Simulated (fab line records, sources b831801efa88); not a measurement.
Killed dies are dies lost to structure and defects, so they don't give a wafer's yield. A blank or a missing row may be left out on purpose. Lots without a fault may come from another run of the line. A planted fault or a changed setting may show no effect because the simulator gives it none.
Which tool did it? | flow sky130 | 14 lots, 40 wafers sampled, at 2 steps of a route of 708

WHAT THE GAUGES READ, wafer by wafer
The record holds no reading of a measuring or inspecting step that can be judged against a usual standard deviation.

WHICH TOOL RAN EACH LOT (tool, then ch and the chambers of the sampled wafers, then the start)
lot  | SKY_VIA1_CMP_24               | SKY_PAD_OPEN_PROBE_99
L729 | cmp-01 ch 0,1, day 34 00:40   | -
L730 | cmp-02 ch 0,1,3, day 34 04:04 | -
L731 | cmp-01 ch 0,1,2, day 34 11:48 | -
L732 | cmp-01 ch 0,1,3, day 34 22:04 | -
L733 | cmp-01 ch 0,1,2, day 35 06:22 | -
L734 | cmp-01 ch 0,2,3, day 35 17:14 | -
L735 | cmp-02 ch 0,2,3, day 35 21:49 | prober-02, day 47 05:59
L736 | cmp-01 ch 0,1,2, day 36 08:25 | -
L739 | cmp-02 ch 1,3, day 37 02:09   | prober-02, day 48 01:26
L740 | cmp-01 ch 0, day 37 12:58     | prober-01, day 48 08:42
L741 | cmp-01 ch 2,3, day 37 21:02   | prober-02, day 48 17:23
L750 | cmp-01 ch 0,2,3, day 40 13:07 | -
L751 | cmp-01 ch 1,2, day 40 15:31   | -
L752 | cmp-01 ch 0,3, day 42 01:18   | -
- SKY_VIA1_CMP_24: polishes, stops on SiO2, t overpolish 15 s, target thk 0 nm.
- SKY_PAD_OPEN_PROBE_99

WHAT THE TOOLS THEMSELVES READ (means of the sampled wafers that have a number; where no wafer has one, the mark that the record gives instead)
SKY_VIA1_CMP_24. Usual: motor_current_A 11.0 A, standard deviation 0.88; overpolish_run_s 14.999 s, standard deviation 0.009; time_to_endpoint_s 67 s, standard deviation 3.7.
lot  | tool   | motor_current_A (A) | overpolish_run_s (s) | time_to_endpoint_s (s) | flag
L729 | cmp-01 | 11.7                | 14.993               | 67                     |
L730 | cmp-02 | 10.4                | 14.998               | 65                     |
L731 | cmp-01 | 11.8                | 14.998               | 69                     |
L732 | cmp-01 | 11.2                | 15.001               | 68                     |
L733 | cmp-01 | 11.8                | 14.995               | 63                     |
L734 | cmp-01 | 10.6                | 15.007               | 63                     |
L735 | cmp-02 | 10.3                | 14.993               | 69                     |
L736 | cmp-01 | 11.5                | 14.998               | 65                     |
L739 | cmp-02 | 10.8                | 14.997               | 69                     |
L740 | cmp-01 | 11.1                | 7.516                | 82                     | OFF
L741 | cmp-01 | 10.7                | 7.520                | 84                     | OFF
L750 | cmp-01 | 10.8                | 15.004               | 65                     |
L751 | cmp-01 | 12.0                | 14.992               | 74                     |
L752 | cmp-01 | 10.3                | 15.000               | 70                     |

SKY_PAD_OPEN_PROBE_99. Usual: defect_limited_yield 82.6 %, standard deviation 1.8; killed_at_M0_to_M3 43, standard deviation 6.5; killed_at_M4_up 3.1, standard deviation 1.8; killed_at_contacts 24, standard deviation 5.6; killed_at_front_end 15, standard deviation 4.2; killed_at_other 0.3, standard deviation 0.5; killed_dies 86, standard deviation 8.9; killed_on_rim 17, standard deviation 4.3; killed_open 47, standard deviation 6.9; killed_short 39, standard deviation 5.9; sort_bin_3_pad_short 0.9 %, standard deviation 0.39; sort_bin_5_function 10.4 %, standard deviation 1.6; sort_bin_6_memory 6.2 %, standard deviation 1; sort_n_pass 406, standard deviation 8.9; sort_yield_pct 82.6 %, standard deviation 1.8.
lot  | tool      | defect_limited_yield (%) | killed_at_M0_to_M3 | killed_at_M4_up | killed_at_contacts | killed_at_front_end | killed_at_other | killed_dies | killed_on_rim | killed_open | killed_short | sort_bin_3_pad_short (%) | sort_bin_5_function (%) | sort_bin_6_memory (%) | sort_n_pass | sort_yield_pct (%) | flag
L735 | prober-02 | 84.1                     | 45                 | 2.7             | 19                 | 12                  | 0.0             | 78          | 16            | 41          | 37           | 0.9                      | 10.1                    | 5.0                   | 414         | 84.1               |
L739 | prober-02 | 81.0                     | 49                 | 2.3             | 29                 | 13                  | 1.0             | 94          | 19            | 53          | 41           | 1.1                      | 11.1                    | 6.8                   | 398         | 81.0               |
L740 | prober-01 | 40.6                     | 252                | 4.0             | 19                 | 18                  | 0.0             | 292         | 58            | 49          | 39           | 41.9                     | 10.9                    | 6.5                   | 200         | 40.6               | OFF
L741 | prober-02 | 40.5                     | 248                | 4.0             | 28                 | 14                  | 0.0             | 293         | 60            | 50          | 38           | 42.9                     | 10.2                    | 6.4                   | 199         | 40.5               | OFF

THE ANSWER, worked out from the rows above alone
Rule: a lot is off if the mean of its wafers that have a number lies more than 3 standard deviations from the usual mean. A lot without any number at a reading at which 4 lots or more have one is off too. The other lots that the step has rows for count as sound. The gauges are gone through in route order, then the tools' own readings, and for those a lot's mean is taken as printed above. The first step at which some lot is off is used, and at that step the reading that is off furthest; a lot without a number counts as furthest.
Off: L740, L741, at SKY_VIA1_CMP_24 (overpolish_run_s).
A tool fits if, at that step or a process step before it, it ran every lot that is off, and no sound lot after the first of them. None of those tried fits.

WHAT THE SIMULATOR HAD PUT IN
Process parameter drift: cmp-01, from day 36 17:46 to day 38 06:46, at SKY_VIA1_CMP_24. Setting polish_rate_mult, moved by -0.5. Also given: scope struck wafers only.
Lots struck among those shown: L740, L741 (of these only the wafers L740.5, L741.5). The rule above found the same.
